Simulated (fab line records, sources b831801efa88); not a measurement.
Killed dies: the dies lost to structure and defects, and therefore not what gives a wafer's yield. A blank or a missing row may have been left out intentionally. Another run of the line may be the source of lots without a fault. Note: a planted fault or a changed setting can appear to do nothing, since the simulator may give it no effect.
fab line records + flow gf180mcu
[record]
- lots = 13
- wafers = 39
- lastDay = 34
route steps=602 shown NWELL@51 M2@367 M3@410
lots untouched by any fault: they come from a run of this same line in which no faults occurred
startH: hours from the record's opening day to when the first of the lot's shown wafers began + waitH: hours since the lot's step before + " the same as in the row above + L1.1+2: one row covering several wafers at once + - no value present, or no start provided + * or withheld: withheld + < > ~ a bound
route shown NAME@n: names a module that has steps shown in the file, with the first one's number in the route + usual: the fault-free wafers' mean and standard deviation + same: alike in all rows + chamber/n: place in a boat + sites: per-site readings + _std_site: standard deviation of those values + _edge_site: outer sites' mean less inner sites' + radiusMm: how far each site lies from the wafer's centre + mask NAME#n: copy n + behind: the tool/chamber that last shaped the wafer + hold: why the lot was held/for how many hours/how that ended + device: the transistor (n, p or np) that didn't switch + end of line: the same wafers' tests at the end of the route + a step given without rows: its recipe and nothing more + killed: dies lost to structure and defects at the first sort, not the wafer's yield + map: dies across one wafer; x = killed, . = not, _ = none there
set.NAME: the setting the step ran with; set.NAME@STEP: the setting that earlier step ran with + model.NAME: the simulator's own value behind a step, which no gauge read
a sample of lots followed through the steps of the route, with each step as a table and each wafer as a row
services: a tool's chamber out of use, with start hour (startH, from the record's first day; less than 0 if before it), hours out, and reason
[[steps]]
[step GF_NWELL_IMPLANT_09]
[recipe]
- species = P
- energyKev = 160
- doseCm2 = 4e+12
- tiltDeg = 0
[usual]
- beamOnS = 9.99/0.2
- faradayCurrentUA = 22.6/0.45
| lot.wafer | tool         | chamber | startH | waitH | beamOnS | faradayCurrentUA |
|-----------|--------------|---------|--------|-------|---------|------------------|
| L581.3    | implanter-01 | 0       | 55.16  | 0.1   | 9.84    | 23.0             |
| L581.4    | "            | 0       | "      | "     | 9.89    | 22.8             |
| L581.5    | "            | 0       | "      | "     | 10.05   | 22.5             |
| L582.2    | implanter-02 | 0       | 59.25  | 0.1   | 9.91    | 22.6             |
| L582.5    | "            | 0       | "      | "     | 9.99    | 22.6             |
| L582.6    | "            | 0       | "      | "     | 9.92    | 22.8             |
| L583.1    | implanter-02 | 0       | 67.13  | 0.1   | 10.10   | 22.4             |
| L583.3    | "            | 0       | "      | "     | 9.93    | 22.8             |
| L583.6    | "            | 0       | "      | "     | 10.06   | 22.4             |
| L584.2    | implanter-04 | 0       | 80.64  | 0.1   | 9.96    | 22.6             |
| L584.3    | "            | 0       | "      | "     | 9.98    | 22.7             |
| L584.5    | "            | 0       | "      | "     | 9.97    | 22.6             |
| L585.1    | implanter-02 | 0       | 81.31  | 0.1   | 9.97    | 22.6             |
| L585.2    | "            | 0       | "      | "     | 10.08   | 22.4             |
| L585.5    | "            | 0       | "      | "     | 10.09   | 22.3             |
| L590.2    | implanter-01 | 0       | 106.02 | 0.1   | 11.54   | 19.6             |
| L590.3    | "            | 0       | "      | "     | 11.32   | 19.9             |
| L590.6    | "            | 0       | "      | "     | 11.68   | 19.2             |
| L592.1    | implanter-01 | 0       | 117.09 | 0.1   | 11.42   | 19.7             |
| L592.2    | "            | 0       | "      | "     | 11.57   | 19.4             |
| L592.5    | "            | 0       | "      | "     | 10.87   | 20.7             |
| L596.1    | implanter-04 | 0       | 141.43 | 0.1   | 9.92    | 22.7             |
| L596.3    | "            | 0       | "      | "     | 10.03   | 22.5             |
| L596.6    | "            | 0       | "      | "     | 10.43   | 21.7             |
| L597.3    | implanter-04 | 0       | 143.03 | 0.1   | 9.98    | 22.8             |
| L597.4    | "            | 0       | "      | "     | 9.77    | 23.0             |
| L597.5    | "            | 0       | "      | "     | 10.29   | 22.0             |
| L599.1    | implanter-04 | 0       | 153.96 | 0.1   | 10.21   | 22.2             |
| L599.2    | "            | 0       | "      | "     | 10.25   | 22.0             |
| L599.3    | "            | 0       | "      | "     | 10.11   | 22.4             |
| L600.2    | implanter-04 | 0       | 161.98 | 0.1   | 10.13   | 22.3             |
| L600.3    | "            | 0       | "      | "     | 10.15   | 22.3             |
| L600.4    | "            | 0       | "      | "     | 10.25   | 22.0             |
| L602.2    | implanter-04 | 0       | 169.65 | 0.1   | 9.72    | 23.2             |
| L602.4    | "            | 0       | "      | "     | 10.02   | 22.5             |
| L602.5    | "            | 0       | "      | "     | 9.69    | 23.2             |
| L603.1    | implanter-02 | 0       | 176.29 | 0.1   | 9.75    | 23.1             |
| L603.4    | "            | 0       | "      | "     | 10.02   | 22.6             |
| L603.5    | "            | 0       | "      | "     | 10.24   | 22.0             |
[step GF_VT_IMPLANT_RS_MEAS_47]
[recipe]
- thkMeasGauge = four-point-probe
[usual]
- NWELL_RS = 487.8/1.3
| lot.wafer | tool         | chamber | startH | waitH | NWELL_RS[ohm/sq] |
|-----------|--------------|---------|--------|-------|------------------|
| L581.3    | filmMetro-04 | -       | 158.70 | 0.1   | 487.0            |
| L581.4    | "            | -       | "      | "     | 486.4            |
| L581.5    | "            | -       | "      | "     | 486.6            |
| L582.2    | filmMetro-04 | -       | 161.41 | 0.1   | 486.9            |
| L582.5    | "            | -       | "      | "     | 485.9            |
| L582.6    | "            | -       | "      | "     | 486.2            |
| L583.1    | filmMetro-03 | -       | 174.41 | 0.1   | 489.0            |
| L583.3    | "            | -       | "      | "     | 487.0            |
| L583.6    | "            | -       | "      | "     | 486.5            |
| L584.2    | filmMetro-04 | -       | 188.41 | 0.1   | 487.5            |
| L584.3    | "            | -       | "      | "     | 488.0            |
| L584.5    | "            | -       | "      | "     | 487.4            |
| L585.1    | filmMetro-04 | -       | 191.32 | 0.1   | 490.2            |
| L585.2    | "            | -       | "      | "     | 489.3            |
| L585.5    | "            | -       | "      | "     | 489.7            |
| L590.2    | filmMetro-04 | -       | 219.09 | 0.1   | 478.6            |
| L590.3    | "            | -       | "      | "     | 478.4            |
| L590.6    | "            | -       | "      | "     | 481.0            |
| L592.1    | filmMetro-04 | -       | 233.01 | 0.1   | 477.8            |
| L592.2    | "            | -       | "      | "     | 479.8            |
| L592.5    | "            | -       | "      | "     | 478.9            |
| L596.1    | filmMetro-02 | -       | 264.94 | 0.1   | 487.2            |
| L596.3    | "            | -       | "      | "     | 487.4            |
| L596.6    | "            | -       | "      | "     | 486.4            |
| L597.3    | filmMetro-02 | -       | 265.90 | 0.1   | 489.5            |
| L597.4    | "            | -       | "      | "     | 488.1            |
| L597.5    | "            | -       | "      | "     | 487.7            |
| L599.1    | filmMetro-02 | -       | 279.47 | 0.1   | 488.6            |
| L599.2    | "            | -       | "      | "     | 485.8            |
| L599.3    | "            | -       | "      | "     | 488.2            |
| L600.2    | filmMetro-04 | -       | 287.76 | 0.1   | 485.8            |
| L600.3    | "            | -       | "      | "     | 486.5            |
| L600.4    | "            | -       | "      | "     | 486.0            |
| L602.2    | filmMetro-02 | -       | 297.14 | 0.1   | 488.3            |
| L602.4    | "            | -       | "      | "     | 487.8            |
| L602.5    | "            | -       | "      | "     | 487.9            |
| L603.1    | filmMetro-02 | -       | 306.60 | 0.1   | 489.1            |
| L603.4    | "            | -       | "      | "     | 490.7            |
| L603.5    | "            | -       | "      | "     | 490.1            |
[step GF_M2_RS_MEAS_05]
[recipe]
- thkMeasGauge = four-point-probe
- reads = TiN_of_M2_SPUTTER_04+Ti_of_M2_SPUTTER_03+AlCu_of_M2_SPUTTER_02+TiN_of_M2_SPUTTER_01+Ti_of_M2_SPUTTER_00
[usual]
- M2_ALCU_RS = 0.0687/0.00084
| lot.wafer | tool         | chamber | startH | waitH | M2_ALCU_RS[ohm/sq] |
|-----------|--------------|---------|--------|-------|--------------------|
| L581.3    | filmMetro-03 | -       | 409.88 | 0.1   | 0.0681             |
| L581.4    | "            | -       | "      | "     | 0.0681             |
| L581.5    | "            | -       | "      | "     | 0.0682             |
| L582.2    | filmMetro-01 | -       | 412.74 | 0.0   | 0.0701             |
| L582.5    | "            | -       | "      | "     | 0.0685             |
| L582.6    | "            | -       | "      | "     | 0.0681             |
| L583.1    | filmMetro-04 | -       | 433.19 | 0.0   | 0.0687             |
| L583.3    | "            | -       | "      | "     | 0.0686             |
| L583.6    | "            | -       | "      | "     | 0.0684             |
| L584.2    | filmMetro-04 | -       | 450.44 | 0.0   | 0.0687             |
| L584.3    | "            | -       | "      | "     | 0.0672             |
| L584.5    | "            | -       | "      | "     | 0.0685             |
| L585.1    | filmMetro-04 | -       | 454.78 | 0.0   | 0.0677             |
| L585.2    | "            | -       | "      | "     | 0.0703             |
| L585.5    | "            | -       | "      | "     | 0.0695             |
| L592.1    | filmMetro-01 | -       | 512.73 | 0.0   | 0.0693             |
| L592.2    | "            | -       | "      | "     | 0.0683             |
| L592.5    | "            | -       | "      | "     | 0.0682             |
| L596.1    | filmMetro-03 | -       | 551.72 | 0.0   | 0.0693             |
| L596.3    | "            | -       | "      | "     | 0.0679             |
| L596.6    | "            | -       | "      | "     | 0.0686             |
| L597.3    | filmMetro-01 | -       | 555.25 | 0.1   | 0.0686             |
| L597.4    | "            | -       | "      | "     | 0.0680             |
| L597.5    | "            | -       | "      | "     | 0.0682             |
| L599.1    | filmMetro-03 | -       | 569.12 | 0.0   | 0.0697             |
| L599.2    | "            | -       | "      | "     | 0.0686             |
| L599.3    | "            | -       | "      | "     | 0.0696             |
| L600.2    | filmMetro-03 | -       | 577.64 | 0.0   | 0.0685             |
| L600.3    | "            | -       | "      | "     | 0.0678             |
| L600.4    | "            | -       | "      | "     | 0.0690             |
| L602.2    | filmMetro-01 | -       | 594.64 | 0.0   | 0.0678             |
| L602.4    | "            | -       | "      | "     | 0.0683             |
| L602.5    | "            | -       | "      | "     | 0.0683             |
| L603.1    | filmMetro-01 | -       | 600.19 | 0.0   | 0.0702             |
| L603.4    | "            | -       | "      | "     | 0.0713             |
| L603.5    | "            | -       | "      | "     | 0.0704             |
[step GF_M2_STRIP_17]
[recipe]
- chemistry = O2/N2
- powerW = 1400
- pressureMtorr = 1500
- platenTempC = 250
- o2FlowSccm = 3000
- n2FlowSccm = 300
- overashFraction = 0.5
[usual]
- drypumpMotorCurrentA = 5.7/0.44
- heaterPowerW = 318/20
- oesProductAu = 0.537/0.005
- platenTempC = 250.00/0.17
- stripTimeToEndpointS = 7.36/0.06
| lot.wafer | tool           | chamber | startH | waitH | drypumpMotorCurrentA | heaterPowerW | oesProductAu | platenTempC | rfHoursCounterH | stripTimeToEndpointS |
|-----------|----------------|---------|--------|-------|----------------------|--------------|--------------|-------------|-----------------|----------------------|
| L581.3    | plasmaAsher-03 | 1       | 434.11 | 0.1   | 4.9                  | 275          | 0.536        | 250.04      | -               | 7.35                 |
| L581.4    | "              | 0       | "      | "     | 6.5                  | 315          | 0.542        | 249.80      | -               | 7.37                 |
| L581.5    | "              | 1       | "      | "     | 4.9                  | 279          | 0.531        | 249.85      | -               | 7.36                 |
| L582.2    | plasmaAsher-01 | 1       | 436.70 | 0.1   | 5.5                  | 337          | 0.538        | 249.65      | 33              | 7.43                 |
| L582.5    | "              | 1       | "      | "     | 5.5                  | 335          | 0.542        | 249.96      | -               | 7.43                 |
| L582.6    | "              | 0       | "      | "     | 5.9                  | 333          | 0.537        | 250.15      | -               | 7.44                 |
| L583.1    | plasmaAsher-01 | 1       | 458.02 | 0.1   | 5.5                  | 338          | 0.533        | 250.09      | 36              | 7.29                 |
| L583.3    | "              | 1       | "      | "     | 5.5                  | 337          | 0.539        | 249.91      | -               | 7.31                 |
| L583.6    | "              | 1       | "      | "     | 5.5                  | 339          | 0.540        | 250.11      | -               | 7.30                 |
| L584.2    | plasmaAsher-04 | 0       | 474.70 | 0.1   | 6.0                  | 318          | 0.527        | 249.83      | 71              | 7.28                 |
| L584.3    | "              | 0       | "      | "     | 6.0                  | 329          | 0.532        | 249.84      | -               | 7.29                 |
| L584.5    | "              | 1       | "      | "     | 5.2                  | 306          | 0.538        | 250.19      | -               | 7.26                 |
| L585.1    | plasmaAsher-01 | 0       | 479.77 | 0.1   | 6.0                  | 328          | 0.533        | 249.79      | 38              | 7.38                 |
| L585.2    | "              | 1       | "      | "     | 5.5                  | 336          | 0.538        | 250.02      | 38              | 7.35                 |
| L585.5    | "              | 1       | "      | "     | 5.5                  | 332          | 0.526        | 250.08      | -               | 7.39                 |
| L592.1    | plasmaAsher-01 | 0       | 536.35 | 0.1   | 6.0                  | 322          | 0.537        | 250.44      | 44              | 7.40                 |
| L592.2    | "              | 1       | "      | "     | 5.5                  | 340          | 0.538        | 249.98      | 44              | 7.35                 |
| L592.5    | "              | 1       | "      | "     | 5.5                  | 332          | 0.548        | 249.95      | -               | 7.40                 |
| L596.1    | plasmaAsher-04 | 0       | 574.22 | 0.1   | 6.0                  | 320          | 0.551        | 249.88      | 81              | 7.48                 |
| L596.3    | "              | 1       | "      | "     | 5.2                  | 289          | 0.539        | 249.85      | -               | 7.41                 |
| L596.6    | "              | 0       | "      | "     | 6.0                  | 336          | 0.539        | 249.87      | -               | 7.40                 |
| L597.3    | plasmaAsher-01 | 1       | 576.56 | 0.1   | 5.5                  | 341          | 0.538        | 250.31      | -               | 7.35                 |
| L597.4    | "              | 0       | "      | "     | 6.0                  | 323          | 0.532        | 249.87      | -               | 7.40                 |
| L597.5    | "              | 1       | "      | "     | 5.5                  | 331          | 0.541        | 250.04      | -               | 7.36                 |
| L599.1    | plasmaAsher-03 | 1       | 590.77 | 0.1   | 4.9                  | 279          | 0.537        | 250.01      | 14              | 7.38                 |
| L599.2    | "              | 0       | "      | "     | 6.5                  | 301          | 0.539        | 249.93      | 14              | 7.38                 |
| L599.3    | "              | 0       | "      | "     | 6.5                  | 309          | 0.538        | 249.94      | -               | 7.33                 |
| L600.2    | plasmaAsher-01 | 1       | 599.22 | 0.1   | 5.5                  | 340          | 0.535        | 249.88      | 52              | 7.35                 |
| L600.3    | "              | 1       | "      | "     | 5.5                  | 340          | 0.530        | 249.80      | -               | 7.31                 |
| L600.4    | "              | 0       | "      | "     | 6.0                  | 335          | 0.543        | 250.31      | -               | 7.35                 |
| L602.2    | plasmaAsher-01 | 0       | 615.32 | 0.1   | 6.0                  | 330          | 0.531        | 250.09      | 54              | 7.36                 |
| L602.4    | "              | 0       | "      | "     | 6.0                  | 330          | 0.543        | 249.86      | -               | 7.42                 |
| L602.5    | "              | 0       | "      | "     | 5.9                  | 328          | 0.538        | 249.75      | -               | 7.37                 |
| L603.1    | plasmaAsher-01 | 0       | 621.25 | 0.1   | 6.0                  | 336          | 0.535        | 250.05      | 54              | 7.21                 |
| L603.4    | "              | 1       | "      | "     | 5.5                  | 343          | 0.531        | 250.18      | -               | 7.25                 |
| L603.5    | "              | 0       | "      | "     | 6.0                  | 324          | 0.543        | 250.07      | -               | 7.24                 |
[step GF_M3_SPUTTER_01]
[recipe]
- material = TiN
- targetThkNm = 30
- powerW = 6500
- timeS = 25
- chamberPressurePa = 0.4
[usual]
- throttleValvePct = 29.6/0.68
| lot.wafer | tool          | chamber | startH | waitH | throttleValvePct |
|-----------|---------------|---------|--------|-------|------------------|
| L581.3    | pvdSputter-01 | -       | 461.06 | 0.1   | 29.2             |
| L581.4    | "             | -       | "      | "     | 29.5             |
| L581.5    | "             | -       | "      | "     | 29.0             |
| L582.2    | pvdSputter-01 | -       | 464.20 | 0.1   | 30.4             |
| L582.5    | "             | -       | "      | "     | 30.1             |
| L582.6    | "             | -       | "      | "     | 29.6             |
| L583.1    | pvdSputter-01 | -       | 484.66 | 0.1   | 30.2             |
| L583.3    | "             | -       | "      | "     | 29.5             |
| L583.6    | "             | -       | "      | "     | 29.4             |
| L584.2    | pvdSputter-01 | -       | 501.19 | 0.1   | 29.7             |
| L584.3    | "             | -       | "      | "     | 29.4             |
| L584.5    | "             | -       | "      | "     | 30.1             |
| L585.1    | pvdSputter-04 | -       | 505.89 | 0.1   | 30.5             |
| L585.2    | "             | -       | "      | "     | 29.3             |
| L585.5    | "             | -       | "      | "     | 27.9             |
| L592.1    | pvdSputter-04 | -       | 561.85 | 0.1   | 27.5             |
| L592.2    | "             | -       | "      | "     | 30.7             |
| L592.5    | "             | -       | "      | "     | 29.3             |
| L596.1    | pvdSputter-01 | -       | 598.55 | 0.1   | 29.5             |
| L596.3    | "             | -       | "      | "     | 30.2             |
| L596.6    | "             | -       | "      | "     | 29.8             |
| L597.3    | pvdSputter-01 | -       | 600.73 | 0.1   | 29.7             |
| L597.4    | "             | -       | "      | "     | 29.9             |
| L597.5    | "             | -       | "      | "     | 29.7             |
| L599.1    | pvdSputter-02 | -       | 614.61 | 0.1   | 29.8             |
| L599.2    | "             | -       | "      | "     | 29.9             |
| L599.3    | "             | -       | "      | "     | 30.4             |
| L600.2    | pvdSputter-01 | -       | 622.83 | 0.1   | 30.1             |
| L600.3    | "             | -       | "      | "     | 29.6             |
| L600.4    | "             | -       | "      | "     | 28.9             |
| L602.2    | pvdSputter-02 | -       | 638.30 | 0.1   | 29.9             |
| L602.4    | "             | -       | "      | "     | 29.9             |
| L602.5    | "             | -       | "      | "     | 29.6             |
| L603.1    | pvdSputter-04 | -       | 643.96 | 0.1   | 30.2             |
| L603.4    | "             | -       | "      | "     | 30.6             |
| L603.5    | "             | -       | "      | "     | 28.0             |
[[services]]
| tool           | chamber | startH | hours | kind   |
|----------------|---------|--------|-------|--------|
| implanter-01   | -       | 80.19  | 1.0   | repair |
| implanter-02   | -       | 92.49  | 1.3   | repair |
| plasmaAsher-01 | -       | 108.75 | 9.0   | pm     |
| pvdSputter-01  | -       | 124.05 | 7.6   | repair |
| implanter-01   | -       | 156.67 | 1.4   | repair |
| implanter-04   | -       | 156.78 | 2.1   | repair |
| pvdSputter-01  | -       | 185.55 | 1.3   | repair |
| implanter-04   | -       | 194.36 | 2.9   | pm     |
| implanter-01   | -       | 214.01 | 5.7   | repair |
| implanter-04   | -       | 217.00 | 2.7   | repair |
| implanter-02   | -       | 228.36 | 6.6   | pm     |
| implanter-04   | -       | 239.09 | 0.5   | repair |
| implanter-02   | -       | 254.03 | 13.3  | pm     |
| implanter-04   | -       | 297.39 | 2.4   | repair |
| implanter-04   | -       | 370.52 | 2.3   | repair |
| implanter-02   | -       | 385.15 | 1.3   | repair |
| implanter-02   | -       | 388.69 | 4.2   | repair |
| plasmaAsher-01 | -       | 398.89 | 7.6   | repair |
| plasmaAsher-01 | -       | 419.38 | 0.3   | repair |
| implanter-04   | -       | 458.44 | 1.9   | repair |
| implanter-04   | -       | 459.61 | 5.0   | repair |
| implanter-02   | -       | 502.66 | 0.6   | repair |
| plasmaAsher-01 | -       | 581.03 | 1.3   | repair |
| implanter-02   | -       | 631.30 | 0.5   | repair |
[[key]]
[firstSign]
- step = GF_NWELL_IMPLANT_09
- reading = beamOnS
- direction = up
- sigmas = 7.1
- usual = 9.99
- struck = 11.40
[effect]
- step = GF_NWELL_IMPLANT_09
- reading = faradayCurrentUA
- direction = down
- sigmas = 6.3
- usual = 22.6
- struck = 19.8
[effect]
- step = GF_VT_IMPLANT_RS_MEAS_47
- reading = NWELL_RS
- direction = down
- sigmas = 6.5
- usual = 487.8
- struck = 479.1
metAt GF_NWELL_IMPLANT_09
struckLots L590,L592
rowsEnd L590.2,L590.3,L590.6
testerLeftOut L592
notActingAt GF_M2_RS_MEAS_05,GF_M2_STRIP_17,GF_M3_SPUTTER_01
onsetBetween 55.16 106.02
[fault]
- kind = processParameterDrift
- tool = implanter-01
- chamber = -
- onsetH = 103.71
- steps = GF_NWELL_IMPLANT_09
- channel = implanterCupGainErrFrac
- offset = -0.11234
- shape = step
- endH = 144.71
// testerLeftOut: of these lots the tester's yield and bins aren't shown, on N5 and GAA mostly nor the transistor test; their killed dies are dies lost to structure and defects alone, not to doping, threshold or leakage, so they don't give the yield
// rowsEnd: these wafers met a further fault down the route, and their rows from its step on are left out
